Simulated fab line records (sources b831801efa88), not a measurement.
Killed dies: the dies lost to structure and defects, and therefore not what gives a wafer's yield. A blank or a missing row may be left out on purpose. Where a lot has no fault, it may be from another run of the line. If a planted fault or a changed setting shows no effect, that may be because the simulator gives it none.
What tool caused it?    flow gf180mcu    33 wafers from 11 lots sampled at 2 of the route's 602 steps

## WHAT THE GAUGES READ, wafer by wafer
GF_V1_RS_MEAS_24: the measuring method here is four-point-probe.
lot   measured      on             V1_W_RS (ohm/sq)
L292  day 17 21:28  film metro-03  0.336 0.329 0.338
L293  day 18 14:13  film metro-01  0.330 0.329 0.331
L298  day 21 21:09  film metro-01  0.330 0.330 0.244 0.330 0.331 0.244
L303  day 23 03:41  film metro-01  0.332 0.243 0.335 0.332 0.243 0.335
L306  day 24 01:14  film metro-02  0.328 0.328 0.330
L309  day 24 10:44  film metro-01  0.330 0.328 0.330
L311  day 25 01:28  film metro-01  0.319 0.320 0.320
L312  day 25 04:35  film metro-02  0.324 0.327 0.323
L313  day 25 18:20  film metro-03  0.329 0.332 0.330
L314  day 25 22:19  film metro-01  0.343 0.339 0.337
L315  day 26 16:18  film metro-02  0.330 0.330 0.330

## TOOL THAT RAN EACH LOT (tool first, then ch and the chambers of the sampled wafers, then the start)
lot   GF_V1_CVD_23
L292  cvd w-01 ch 0,1, day 17 21:21
L293  cvd w-02 ch 0,1, day 18 14:07
L298  cvd w-01 ch 0,1, day 21 21:01
L303  cvd w-01 ch 0,1, day 23 03:33
L306  cvd w-02 ch 0,1, day 24 01:08
L309  cvd w-02 ch 0, day 24 10:36
L311  cvd w-02 ch 0,1, day 25 01:21
L312  cvd w-02 ch 0,1, day 25 04:28
L313  cvd w-02 ch 0,1, day 25 18:13
L314  cvd w-01 ch 1, day 25 22:13
L315  cvd w-02 ch 0,1, day 26 16:11
- GF_V1_CVD_23: deposits W, target thk 350 nm, time 105.05 s.

## THE ANSWER, worked out from the rows above alone
Rule: the lots themselves supply what counts as usual. The widest of any qualifying gaps counts: lots, ordered by their means at a reading, are off when they make up no more than a third of the lots, leave a main group of 4 or more, and stand apart from it by 3 or more times the standard deviation of that group's means. The tables above print the reading to a certain number of digits; a main group whose means all agree to those digits is not used. A lot without any number at a reading at which 4 lots or more have one is off too. The other lots that the step has rows for count as sound.
Off: L298, L303, seen at GF_V1_RS_MEAS_24 (V1_W_RS). Mean 0.330 ohm/sq and standard deviation 0.0053 in the main group.
A tool fits if, at a process step before that reading, it ran every lot that is off, and no sound lot after the first of them. Those tools and the gauges at GF_V1_RS_MEAS_24 are tried in the same way. No candidate that was tried fits.

## WHAT THE SIMULATOR HAD PUT IN
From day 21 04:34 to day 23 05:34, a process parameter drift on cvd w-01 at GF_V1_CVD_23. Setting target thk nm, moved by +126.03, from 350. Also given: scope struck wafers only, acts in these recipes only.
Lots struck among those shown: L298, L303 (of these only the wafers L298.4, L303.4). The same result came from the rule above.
